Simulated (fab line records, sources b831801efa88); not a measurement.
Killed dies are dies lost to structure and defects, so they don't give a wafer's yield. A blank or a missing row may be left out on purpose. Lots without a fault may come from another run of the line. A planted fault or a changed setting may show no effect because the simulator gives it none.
fab line records | flow sky130
record lots=6 wafers=18 last_day=50
route steps=708 shown POLY_GATE@235 LDD_N@237 LDD_P@255 PAD_OPEN@708
lots that met no fault: from a run of the same line without faults
start_h: hours from the record's first day to the start of the lot's first wafer shown | wait_h: hours since the lot's step before | " the same as in the row above | L1.1+2: a row that stands for several wafers | - no value, or no start given | * or withheld: withheld | < > ~ a bound
route shown NAME@n: a module of which the file shows steps, and the number in the route of the first | usual: mean/standard deviation of fault-free wafers | same: alike in all rows | chamber/n: place in a boat | sites: the reading at each site | _std_site: their standard deviation | _edge_site: outer sites' mean less inner sites' | radius_mm: how far each site lies from the wafer's centre | mask NAME#n: copy n | behind: the tool/chamber that last shaped the wafer | hold: why the lot was held/for how many hours/how that ended | device: the transistor (n, p or np) that didn't switch | end of line: the same wafers' tests at the end of the route | a step without rows: its recipe alone | killed: dies lost to structure and defects at the first sort, not the wafer's yield | map: a wafer's dies, x killed, . not, _ none there
set.NAME: the setting as run; set.NAME@STEP: as run at that earlier step | model.NAME: the simulator's own value behind a step, which no gauge read
lots at some steps of the route; a table a step, a row a wafer
services: from which hour (start_h, from the record's first day; less than 0 if before it) a tool's chamber was out of use, for how many hours, and why
## steps
# step SKY_POLY_GATE_THK_MEAS_21
# recipe reads=SiO2_of_POLY_GATE_OXIDATION_20
# usual POLY_GATE_OXIDATION_THK=3.95/0.078
# columns lot.wafer tool chamber start_h wait_h POLY_GATE_OXIDATION_THK[nm]
L860.1 film_metro-03 - 403.88 0.0 4.05
L860.3 " - " " 3.96
L860.5 " - " " 3.80
L863.1 film_metro-02 - 427.12 0.0 3.98
L863.5 " - " " 4.01
L863.6 " - " " 3.95
L867.2 film_metro-03 - 459.78 0.0 4.06
L867.3 " - " " 4.08
L867.6 " - " " 4.05
L875.1 film_metro-02 - 529.72 0.0 4.09
L875.3 " - " " 4.04
L875.5 " - " " 3.96
L878.2 film_metro-03 - 556.63 0.0 3.98
L878.3 " - " " 3.94
L878.6 " - " " 4.00
L879.2 film_metro-03 - 559.52 0.0 4.14
L879.5 " - " " 4.14
L879.6 " - " " 3.99
# step SKY_POLY_GATE_CD_MEAS_22
# usual cd_nm=150.3/2.2
# columns lot.wafer tool chamber start_h wait_h cd_nm
L860.1 cd_sem-02 - 403.94 0.1 149.4
L860.3 " - " " 151.0
L860.5 " - " " 147.1
L863.1 cd_sem-02 - 427.18 0.1 149.2
L863.5 " - " " 150.4
L863.6 " - " " 148.8
L867.2 cd_sem-02 - 459.86 0.1 151.5
L867.3 " - " " 153.2
L867.6 " - " " 153.7
L875.1 cd_sem-01 - 529.78 0.1 151.5
L875.3 " - " " 149.8
L875.5 " - " " 151.9
L878.2 cd_sem-01 - 556.71 0.1 152.9
L878.3 " - " " 152.3
L878.6 " - " " 152.5
L879.2 cd_sem-01 - 559.60 0.1 148.3
L879.5 " - " " 148.0
L879.6 " - " " 148.8
# step SKY_LDD_N_DEHYDRATE_00
# recipe temp_c=200 time_s=60
# step SKY_LDD_N_HMDS_01
# recipe prime_time_s=60 prime_temp_c=120
# step SKY_LDD_N_COAT_02
# recipe resist=NOVOLAK spin_rpm=3000 resist_thk_nm=300
# step SKY_LDD_N_SOFTBAKE_03
# recipe temp_c=90 time_s=60 resist=NOVOLAK
# step SKY_LDD_N_EXPOSE_04
# recipe mask_id=NTM target_cd_nm=840 na=0.6 source_shape=conventional sigma_outer=0.6 dose_mj=110
# step SKY_LDD_N_PEB_05
# recipe temp_c=withheld time_s=* resist=NOVOLAK
# step SKY_LDD_N_DEVELOP_06
# recipe develop_time_s=60 dev_temp_c=23
# step SKY_LDD_N_OVL_MEAS_07
# usual LDD_N_OVL=-0.4/1.4
# columns lot.wafer tool chamber start_h wait_h LDD_N_OVL[nm]
L860.1 overlay-02 - 434.60 0.1 0.1
L860.3 " - " " 3.1
L860.5 " - " " 2.3
L863.1 overlay-01 - 458.15 0.1 -1.8
L863.5 " - " " -0.8
L863.6 " - " " -0.5
L867.2 overlay-01 - 490.94 0.1 -0.7
L867.3 " - " " -0.1
L867.6 " - " " -1.7
L875.1 overlay-02 - 559.55 0.1 -0.3
L875.3 " - " " -0.3
L875.5 " - " " -0.1
L878.2 overlay-02 - 586.64 0.1 1.1
L878.3 " - " " 0.5
L878.6 " - " " 1.8
L879.2 overlay-02 - 589.29 0.1 -0.5
L879.5 " - " " 0.0
L879.6 " - " " -0.9
# step SKY_LDD_N_IMPLANT_08
# recipe species=As energy_kev=20 dose_cm2=7.5e+13 tilt_deg=withheld rotation_deg=23
# step SKY_LDD_N_IMPLANT_09
# recipe species=As energy_kev=20 dose_cm2=7.5e+13 tilt_deg=withheld rotation_deg=113
# step SKY_LDD_N_IMPLANT_10
# recipe species=As energy_kev=20 dose_cm2=7.5e+13 tilt_deg=withheld rotation_deg=203
# usual dose_ions_cm2=7.501e+13/8e+10 faraday_current_uA=421/8.5
# columns lot.wafer tool chamber start_h wait_h dose_ions_cm2 faraday_current_uA
L860.1 implanter-02 0 434.94 0.1 7.499e+13 416
L860.3 " 0 " " 7.501e+13 422
L860.5 " 0 " " 7.492e+13 404
L863.1 implanter-01 0 458.48 0.1 4.497e+13 250
L863.5 " 0 " " 4.491e+13 247
L863.6 " 0 " " 4.5e+13 255
L867.2 implanter-01 0 491.29 0.1 4.493e+13 251
L867.3 " 0 " " 4.483e+13 254
L867.6 " 0 " " 4.502e+13 257
L875.1 implanter-03 0 559.88 0.1 7.49e+13 421
L875.3 " 0 " " 7.496e+13 405
L875.5 " 0 " " 7.494e+13 418
L878.2 implanter-02 0 587.00 0.1 7.512e+13 429
L878.3 " 0 " " 7.498e+13 411
L878.6 " 0 " " 7.485e+13 418
L879.2 implanter-01 0 589.65 0.1 7.491e+13 410
L879.5 " 0 " " 7.496e+13 421
L879.6 " 0 " " 7.505e+13 429
# step SKY_LDD_N_IMPLANT_11
# recipe species=As energy_kev=20 dose_cm2=7.5e+13 tilt_deg=withheld rotation_deg=293
# step SKY_LDD_N_IMPLANT_12
# recipe species=BF2 energy_kev=50 dose_cm2=5e+12 tilt_deg=30 rotation_deg=0
# step SKY_LDD_N_IMPLANT_13
# recipe species=BF2 energy_kev=50 dose_cm2=5e+12 tilt_deg=30 rotation_deg=90
# step SKY_LDD_N_IMPLANT_14
# recipe species=BF2 energy_kev=50 dose_cm2=5e+12 tilt_deg=30 rotation_deg=180
# step SKY_LDD_N_IMPLANT_15
# recipe species=BF2 energy_kev=50 dose_cm2=5e+12 tilt_deg=30 rotation_deg=270
# step SKY_LDD_N_STRIP_16
# recipe chemistry=O2/N2 power_w=1400 pressure_mtorr=1500 platen_temp_c=withheld o2_flow_sccm=3000 n2_flow_sccm=300 overash_fraction=0.5
# usual drypump_motor_current_A=5.9/0.46 n2_flow_sccm=300.1/0.89 oes_product_au=0.406/0.0046 strip_time_to_endpoint_s=4.320/0.016
# columns lot.wafer tool chamber start_h wait_h drypump_motor_current_A n2_flow_sccm oes_product_au rf_hours_counter_h strip_time_to_endpoint_s
L860.1 plasma_asher-04 1 435.84 0.1 6.2 301.5 0.406 76 4.313
L860.3 " 0 " " 5.9 300.4 0.409 - 4.319
L860.5 " 0 " " 5.9 300.3 0.408 - 4.333
L863.1 plasma_asher-03 0 459.38 0.1 6.6 300.3 0.410 62 4.240
L863.5 " 0 " " 6.6 300.7 0.406 - 4.244
L863.6 " 1 " " 5.5 299.7 0.405 - 4.239
L867.2 plasma_asher-03 1 492.17 0.1 5.6 299.1 0.408 66 4.231
L867.3 " 1 " " 5.5 300.3 0.397 - 4.220
L867.6 " 1 " " 5.5 299.6 0.399 - 4.243
L875.1 plasma_asher-03 1 560.78 0.1 5.6 299.6 0.408 73 4.313
L875.3 " 0 " " 6.7 300.5 0.407 - 4.320
L875.5 " 1 " " 5.5 301.1 0.412 - 4.312
L878.2 plasma_asher-04 1 587.87 0.1 6.2 300.5 0.406 93 4.337
L878.3 " 0 " " 5.9 301.7 0.404 - 4.330
L878.6 " 1 " " 6.2 299.4 0.411 - 4.326
L879.2 plasma_asher-01 1 590.52 0.1 5.6 299.4 0.408 15 4.305
L879.5 " 1 " " 5.6 299.0 0.406 - 4.310
L879.6 " 0 " " 5.2 301.8 0.408 - 4.309
# step SKY_LDD_N_TW_MEAS_17
# usual LDD_N_TW=2587/17
# columns lot.wafer tool chamber start_h wait_h LDD_N_TW
L860.1 film_metro-04 - 435.94 0.1 2608
L860.3 " - " " 2613
L860.5 " - " " 2613
L863.1 film_metro-03 - 459.48 0.1 2533
L863.5 " - " " 2540
L863.6 " - " " 2535
L867.2 film_metro-04 - 492.28 0.1 2524
L867.3 " - " " 2530
L867.6 " - " " 2513
L875.1 film_metro-02 - 560.88 0.1 2608
L875.3 " - " " 2605
L875.5 " - " " 2618
L878.2 film_metro-03 - 587.98 0.1 2577
L878.3 " - " " 2564
L878.6 " - " " 2568
L879.2 film_metro-02 - 590.63 0.1 2589
L879.5 " - " " 2599
L879.6 " - " " 2593
# step SKY_LDD_P_DEHYDRATE_00
# recipe temp_c=200 time_s=60
# step SKY_PAD_OPEN_PROBE_99
# usual killed_at_M0_to_M3=43/7 killed_at_M4_up=3.1/2 killed_at_contacts=24/5.3 killed_at_front_end=15/4.2 killed_at_other=0.4/0.66 killed_dies=86/9.5 killed_open=47/7.4 killed_short=38/6.2
# same gross_dies=492 killed_at_back_side=0
# columns lot.wafer tool chamber start_h wait_h killed_at_M0_to_M3 killed_at_M4_up killed_at_contacts killed_at_front_end killed_at_other killed_dies killed_open killed_short model.etest.tip_n.rs_ohm_sq
L863.1 prober-02 - 1115.89 0.1 58 4 28 17 0 107 53 54 471.5
L863.5 prober-02 - 1116.09 0.2 42 9 19 7 1 78 38 40 470.7
L863.6 prober-02 - 1116.14 0.2 62 5 20 13 0 100 57 43 469.5
L867.2 prober-01 - 1135.40 0.1 58 2 21 10 1 92 49 43 474.2
L867.3 prober-01 - 1135.45 0.2 38 2 20 13 0 73 36 37 477.2
L867.6 prober-01 - 1135.60 0.2 45 1 31 18 1 96 49 47 473.1
L878.2 prober-01 - 1190.73 0.1 43 3 19 19 0 84 50 34 446.9
L878.3 prober-01 - 1190.78 0.2 44 0 29 16 0 89 53 36 445.2
L878.6 prober-01 - 1190.93 0.2 58 3 14 11 0 86 39 47 448.2
L879.2 prober-02 - 1193.57 0.1 35 2 21 9 0 67 34 33 444.1
L879.5 prober-02 - 1193.72 0.2 44 1 26 19 0 90 55 35 443.6
L879.6 prober-02 - 1193.77 0.2 43 6 24 17 0 90 62 28 445.9
# killed by level:class
L863.1 METAL1:geometric_particle:short=11 CONTACT:geometric_particle:open=9 VIA2:geometric_particle:open=9 VIA1:geometric_particle:open=8 VIA1:geometric_particle:short=7 LOCAL_INTERCONNECT:geometric_particle:short=6 LI_CONTACT:geometric_particle:open=6 FIELD_ISO:geometric_particle:open=5
L863.5 VIA2:geometric_particle:open=9 VIA1:geometric_particle:open=8 METAL4:geometric_particle:short=7 METAL2:geometric_particle:short=6 VIA3:geometric_particle:open=5 LI_CONTACT:geometric_particle:short=5 LI_CONTACT:geometric_particle:open=5 VIA1:geometric_particle:short=5
L863.6 VIA3:geometric_particle:open=13 VIA1:geometric_particle:open=10 VIA2:geometric_particle:open=9 CONTACT:geometric_particle:open=9 FIELD_ISO:geometric_particle:open=7 METAL2:geometric_particle:short=7 METAL1:geometric_particle:short=6 VIA1:geometric_particle:short=6
L867.2 VIA1:geometric_particle:open=18 METAL1:geometric_particle:short=10 METAL2:geometric_particle:short=9 LI_CONTACT:geometric_particle:open=7 VIA2:geometric_particle:open=6 CONTACT:geometric_particle:open=5 CONTACT:geometric_particle:short=5 METAL3:geometric_particle:short=4
L867.3 LI_CONTACT:geometric_particle:open=10 METAL1:geometric_particle:short=9 VIA1:geometric_particle:open=6 CONTACT:geometric_particle:open=5 VIA1:geometric_particle:short=5 METAL2:geometric_particle:short=5 VIA2:geometric_particle:open=5 POLY_GATE:geometric_particle:short=4
L867.6 LI_CONTACT:geometric_particle:open=13 VIA1:geometric_particle:open=9 VIA1:geometric_particle:short=8 METAL2:geometric_particle:short=7 FIELD_ISO:geometric_particle:open=6 CONTACT:geometric_particle:open=6 LI_CONTACT:geometric_particle:short=5 METAL1:geometric_particle:short=5
L878.2 VIA1:geometric_particle:open=14 LI_CONTACT:geometric_particle:open=8 CONTACT:geometric_particle:open=8 FIELD_ISO:geometric_particle:open=6 POLY_GATE:geometric_particle:short=6 METAL1:geometric_particle:short=6 VIA3:geometric_particle:short=5 VIA1:geometric_particle:short=4
L878.3 VIA1:geometric_particle:open=14 CONTACT:geometric_particle:open=12 LI_CONTACT:geometric_particle:open=6 VIA2:geometric_particle:open=6 CONTACT:geometric_particle:short=6 METAL1:geometric_particle:short=6 VIA1:geometric_particle:short=4 VIA3:geometric_particle:open=4
L878.6 VIA2:geometric_particle:open=11 VIA1:geometric_particle:open=10 METAL1:geometric_particle:short=10 CONTACT:geometric_particle:open=9 METAL2:geometric_particle:short=8 VIA2:geometric_particle:short=6 FIELD_ISO:geometric_particle:short=4 VIA1:geometric_particle:short=4
L879.2 VIA1:geometric_particle:open=10 LI_CONTACT:geometric_particle:open=6 METAL2:geometric_particle:short=6 VIA3:geometric_particle:open=6 LOCAL_INTERCONNECT:geometric_particle:short=5 CONTACT:geometric_particle:open=5 FIELD_ISO:geometric_particle:short=4 CONTACT:geometric_particle:short=4
L879.5 CONTACT:geometric_particle:open=11 VIA3:geometric_particle:open=10 LI_CONTACT:geometric_particle:open=8 VIA2:geometric_particle:open=7 FIELD_ISO:geometric_particle:open=6 LI_CONTACT:geometric_particle:short=5 METAL2:geometric_particle:short=5 VIA1:geometric_particle:open=4
L879.6 VIA1:geometric_particle:open=12 CONTACT:geometric_particle:open=12 LI_CONTACT:geometric_particle:open=10 METAL2:geometric_particle:short=7 FIELD_ISO:geometric_particle:open=5 VIA3:geometric_particle:open=5 VIA2:geometric_particle:open=4 FIELD_ISO:geometric_particle:short=3
## services
# columns tool chamber start_h hours kind
plasma_asher-01 - 421.25 9.0 pm
plasma_asher-01 0 421.25 9.0 vent_cycle
plasma_asher-01 1 421.25 9.0 vent_cycle
plasma_asher-01 0 430.25 - clean
plasma_asher-01 1 430.25 - clean
implanter-03 - 459.02 6.3 repair
plasma_asher-04 - 459.88 1.3 repair
plasma_asher-01 - 480.96 14.6 pm
implanter-03 - 488.87 6.2 repair
plasma_asher-04 - 512.98 0.6 repair
implanter-01 - 518.52 4.4 pm
implanter-03 - 532.85 2.6 repair
implanter-02 - 533.45 1.0 repair
plasma_asher-03 - 569.07 1.4 repair
## key
first_sign step=SKY_LDD_N_IMPLANT_10 reading=dose_ions_cm2 direction=down sigmas=99+ usual=* struck=*
effect step=SKY_LDD_N_IMPLANT_10 reading=faraday_current_uA direction=down sigmas=20 usual=421 struck=252
effect step=SKY_LDD_N_STRIP_16 reading=strip_time_to_endpoint_s direction=down sigmas=5.4 usual=* struck=*
effect step=SKY_LDD_N_TW_MEAS_17 reading=LDD_N_TW direction=down sigmas=3.5 usual=2587 struck=2529
model_effect step=SKY_PAD_OPEN_PROBE_99 value=etest.tip_n.rs_ohm_sq without=442.6 struck=472.7
met_at SKY_LDD_N_IMPLANT_10
struck_wafers L863.1,L863.5,L863.6,L867.2,L867.3,L867.6
tester_left_out L863,L867
fault kind=process_parameter_drift tool=implanter-01 chamber=- onset_h=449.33 steps=SKY_LDD_N_IMPLANT_10 channel=dose_cm2 offset=* shape=step end_h=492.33 acts_in=* stated=*
# tester_left_out: of these lots the tester's yield and bins aren't shown, on N5 and GAA mostly nor the transistor test; their killed dies are dies lost to structure and defects alone, not to doping, threshold or leakage, so they don't give the yield
